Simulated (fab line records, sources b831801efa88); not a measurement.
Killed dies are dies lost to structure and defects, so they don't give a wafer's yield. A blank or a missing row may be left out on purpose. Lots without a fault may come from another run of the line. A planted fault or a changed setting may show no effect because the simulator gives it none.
One fault seen from 2 desks | flow gf180mcu | each desk has only its own numbers; what lay behind them comes last

THE METROLOGY DESK
What the gauges read, lot by lot, whatever tool the lot ran on: means of the sampled wafers that have a number. A lot is out of limits, marked OUT, if its mean lies more than 4 standard deviations from the usual mean; the brackets give that distance.
Columns: A = HV_LDD_RS at GF_HV_LDD_RS_MEAS_53, usual 414.3 ohm/sq; B = HV_LDD_CVD_56_THK at GF_HV_LDD_THK_MEAS_57, usual 89.8 nm; C = NSD_TW at GF_NSD_TW_MEAS_12, usual 4262
lot  | first seen here | A     | B    | C
L993 | day 12 05:39    | 413.5 | 90.4 | 4338
L994 | day 12 19:25    | 414.6 | 88.9 | 4311
L995 | day 13 01:05    | 414.2 | 90.0 | 4189
L998 | day 14 08:48    | 413.9 | 89.5 | 4310
L999 | day 14 13:48    | 414.6 | 89.1 | 4303
L100 | day 14 20:53    | 415.3 | 90.1 | 4194
L104 | day 16 00:49    | 414.8 | 90.3 | 4274
L106 | day 16 17:50    | 414.7 | 90.4 | 4292
L107 | day 17 00:29    | 413.8 | 89.8 | 4166
L108 | day 17 08:27    | 414.0 | 90.5 | 4327
L110 | day 18 00:05    | 413.7 | 90.5 | 4169
L111 | day 18 05:31    | 413.6 | 89.0 | 4194
L113 | day 19 02:53    | 414.3 | 90.7 | 4304
L116 | day 20 03:38    | 414.3 | 89.1 | 4283
This desk's finding: nothing out of limits on any of the 14 lots.

THE TOOL OWNER'S DESK: litho_track-03
The tool's own readings at GF_NSD_SOFTBAKE_03 (time 60 s): means of the sampled wafers that have a number, for each lot that ran on this tool. A lot is out of limits, marked OUT, if its mean lies more than 4 standard deviations from the usual mean; the brackets give that distance.
Columns: A = chill_plate_temp_C at GF_NSD_SOFTBAKE_03, usual 22.98 C; B = heater_power_total_W at GF_NSD_SOFTBAKE_03, usual 56.60 W; C = run_length_s at GF_NSD_SOFTBAKE_03, usual 88.93 s
lot  | first seen here | A     | B               | C
L993 | day 12 17:40    | 23.04 | 56.60           | 88.77
L995 | day 13 13:44    | 23.14 | 56.62           | 88.91
L998 | day 15 00:23    | 23.03 | 57.56 (+22) OUT | 86.05 (-10) OUT
L100 | day 15 10:50    | 22.95 | 58.50 (+43) OUT | 83.16 (-21) OUT
L108 | day 17 22:32    | 23.06 | 56.56           | 88.82
L110 | day 18 14:56    | 22.87 | 56.63           | 88.79
L113 | day 19 18:37    | 23.03 | 56.58           | 88.73
This desk's finding: out of limits on L100, L998; first on L998, day 15 00:23 (heater_power_total_W at GF_NSD_SOFTBAKE_03). In limits: L993, L995, L108, L110, L113.

PUT TOGETHER
The tool owner's desk could have raised an alarm at day 15 00:23, on L100, L998.
The metrology desk saw nothing out of limits.
The metrology desk has L100, L998 on record, within its limits.
Of the lots named, all ran GF_NSD_SOFTBAKE_03 on litho_track-03.

WHAT THE SIMULATOR HAD PUT IN
Process parameter drift: litho_track-03, from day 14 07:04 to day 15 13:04, at GF_NSD_SOFTBAKE_03. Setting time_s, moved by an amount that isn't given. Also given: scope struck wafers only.
Lots struck among those shown: L100, L998.
Hours from the fault's start to each desk's first reading out of limits: the tool owner's desk, 17.
